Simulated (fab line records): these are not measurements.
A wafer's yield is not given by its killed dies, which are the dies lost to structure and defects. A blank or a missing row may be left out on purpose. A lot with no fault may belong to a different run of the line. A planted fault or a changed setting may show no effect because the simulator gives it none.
Problem report in the 8D (eight disciplines) form, filled by code || flow gf180mcu || the parts of the form that need people (team, actions taken, sign-off) are left out

## 1. WHAT IS WRONG
Wafers free of any fault read 0.328 ohm/sq (standard deviation 0.0037) for V2_W_RS at GF_V2_RS_MEAS_24, against a mean of 0.389 ohm/sq on 6 wafers of 2 lots. Relative to the usual mean, that is a shift of +16 standard deviations.
The step: measures by four-point-probe.
First seen on wafer L344.1, day 23 08:02, on film metro-04. At this step, 30 wafers from 10 lots have a number in the record. Rule for "out" (also "out of limits"): further than 4 standard deviations from the usual mean. All remaining wafers that have a number are taken as sound.

## 2. WHAT IT IS, WHAT IT ISN'T
{"question": "which readings at this step", "is": "V2_W_RS", "is not": "-"}
{"question": "which lots", "is": "L344, L345", "is not": "L337, L338, L339, L353, L354, L355, L356, L358"}
{"question": "which wafers of those lots", "is": "all that have a number", "is not": "-"}
{"question": "read on which gauges", "is": "film metro-04", "is not": "film metro-01, film metro-02"}
{"question": "when", "is": "from day 23 08:02", "is not": "up to then (9 sound wafers); but 15 sound wafers of L353, L354, L355, L356, L358 came after"}

## 3. WHAT RULES OUT EACH SUSPECT
Counting: any tool at a process step up to the reading is kept as a suspect provided that every lot that is out went through it and no sound lot did after the first of them.
- the gauge at GF_V2_RS_MEAS_24: ruled out. All the wafers that are out were read on film metro-04, but those of them that GF_V2_CVD_23 has rows for are out there too, on other tools.
- cvd w-01 at GF_V2_CVD_23 (deposits W, target thk 350 nm, time 104.94 s): ruled out as a lasting fault. Following L344 (day 23 07:55), the first lot on it that is out, the sound lots L354, L355, L358 were run on it.
Left after counting: nothing in the record.

## 4. THE CAUSE (what the simulator had put in)
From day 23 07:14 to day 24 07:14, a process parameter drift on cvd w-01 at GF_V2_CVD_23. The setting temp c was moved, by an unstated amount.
The count ruled it out by mistake, since the rule takes a fault to strike every lot its tool runs from the start of the fault on, and this one did not do so.

## 5. THE CHAIN OF EFFECTS, in route order
Rows list readings where the struck wafers' mean (over those with a number) sits beyond 3 standard deviations from the usual. Only readings whose record carries a usual standard deviation are examined. hours: median over the lots of the time between each lot's start at the first step of this table that gives one and its start at this step. sigmas: the change, counted in usual standard deviations.
{"hours": 0, "step": "GF_V2_CVD_23", "reading": "susceptor temp C", "usual": "400.01 C", "on struck wafers": 390.95, "change": -9.06, "sigmas": -38}
{"hours": 0, "step": "GF_V2_RS_MEAS_24", "reading": "V2_W_RS", "usual": "0.328 ohm/sq", "on struck wafers": 0.389, "change": "+0.060", "sigmas": "+16"}
{"hours": 4, "step": "GF_V2_THK_MEAS_25", "reading": "V2_W_THK", "usual": "365 nm", "on struck wafers": 305, "change": -60, "sigmas": -11}
{"hours": 7, "step": "GF_V2_CMP_26", "reading": "time to endpoint s", "usual": "84 s", "on struck wafers": 72, "change": -12, "sigmas": -3.7}
Here are the process steps it includes:
- GF_V2_CVD_23: deposits W, target thk 350 nm, time 104.94 s.
- GF_V2_CMP_26: polishes, stops on SiO2, t overpolish 15 s, target thk 0 nm.
At these later measuring or inspecting steps, every struck wafer for which the step has a row has a number for every such reading, and none has moved that far: GF_V5_RS_MEAS_24.

## 6. WHAT WOULD HAVE CAUGHT IT SOONER
In this record the first reading out of limits at a measuring or inspecting step was taken at day 23 08:02, 1 hour after the fault began at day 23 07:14.
At GF_V2_CVD_23, the tool's own readings (susceptor temp C) were out on each struck wafer the step has a row for, so an alarm limit on them would have fired on the first such wafer.
